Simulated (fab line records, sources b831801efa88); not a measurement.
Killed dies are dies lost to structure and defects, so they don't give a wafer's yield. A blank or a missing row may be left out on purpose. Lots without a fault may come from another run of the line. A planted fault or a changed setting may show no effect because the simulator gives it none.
A struck lot beside a sound one | flow sky130 | 14 steps out of a route of 708
Sound: wafers L966.3, L966.4, L966.6. Struck: wafers L978.1, L978.2, L978.6. The cause comes at the end.
At each step with rows: each side's tool, then ch and its chambers, then its first start. Under that, the readings that differ: sound wafers | struck wafers | difference of the means | sigmas: that difference in standard deviations of wafers without a fault.
alike: readings whose means differ by less than 2 such deviations, and words and numbers that are the same on both sides. not compared: withheld readings, readings that some wafer has no value for, bounds like >300 that may hide the same value, and numbers for which the record gives no deviation and whose values overlap.
The two part at a step that has a row with sigmas, a row that says differs or no value, or rows on one side only. Numbers that don't overlap but have no deviation are shown without sigmas and don't part them. A reading that every wafer of one side lacks parts them only if that side has two wafers or more.

first, 1 step without rows for these wafers: SKY_POLY_CUT_DEVELOP_07 (develop time 60 s).
SKY_POLY_CUT_CD_MEAS_08: target cd 270 nm.
  sound on cd_sem-02, day 26 08:34; struck on cd_sem-02, day 31 05:14
  alike: cd_nm
SKY_POLY_CUT_OVL_MEAS_09:
  sound on overlay-02, day 26 08:40; struck on overlay-02, day 31 05:21
  alike: POLY_CUT_OVL
SKY_POLY_CUT_ETCH_10: etches BARC in N2/H2, stops on SiO2, time 45.9 s, target depth 60 nm.
  sound on rie_diel-01 ch 1,2, day 26 08:43; struck on rie_diel-03 ch 0,2, day 31 05:23
  alike: drypump_motor_current_A, oes_product_au, throttle_valve_pct
  not compared: rf_hours_counter_h
SKY_POLY_CUT_ETCH_11: etches Si3N4 in CF4/CH2F2/Ar, stops on poly-Si, time 42.5 s, target depth 60 nm.
  sound on rie_diel-01 ch 1,2, day 26 08:46; struck on rie_diel-03 ch 0,2, day 31 05:25
  alike: drypump_motor_current_A, mfc_ar_sccm, oes_product_au, throttle_valve_pct
  not compared: rf_hours_counter_h
SKY_POLY_CUT_STRIP_12: strips in O2/N2.
  sound on plasma_asher-02 ch 0,1, day 26 08:51; struck on plasma_asher-04 ch 0,1, day 31 05:28
  alike: drypump_motor_current_A, oes_product_au, strip_time_to_endpoint_s
  not compared: rf_hours_counter_h
then, 6 steps without rows for these wafers: SKY_SD_P_DEHYDRATE_00 (time 60 s); SKY_SD_P_HMDS_01 (prime time 60 s); SKY_SD_P_COAT_02 (resist thk 1140 nm); SKY_SD_P_SOFTBAKE_03 (time 60 s); SKY_SD_P_EXPOSE_04 (exposes mask PSDM, target cd 380 nm); SKY_SD_P_PEB_05.
SKY_SD_P_DEVELOP_06: develop time 60 s.
  sound on litho_track-03 ch 0, day 27 13:59; struck on litho_track-01, day 32 09:19
  no value came back on the struck wafers for chill_plate_temp_C (C), develop_time_s (s); on the sound wafers chill_plate_temp_C (C) reads 23.03 23.00 23.06
SKY_SD_P_CD_MEAS_07: target cd 380 nm.
  sound on cd_sem-01, day 27 14:07; struck on cd_sem-02, day 32 09:28
  reading    | sound             | struck | difference                    | sigmas
  cd_nm (nm) | 379.9 379.6 379.9 | - - -  | no value on the struck wafers |

WHERE THEY PART
First at SKY_SD_P_DEVELOP_06; last, within this record, at SKY_SD_P_CD_MEAS_07.

WHY: what the simulator had put in
Skipped step whole: litho_track-01, from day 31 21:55 on, at SKY_SD_P_DEVELOP_06. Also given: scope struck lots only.
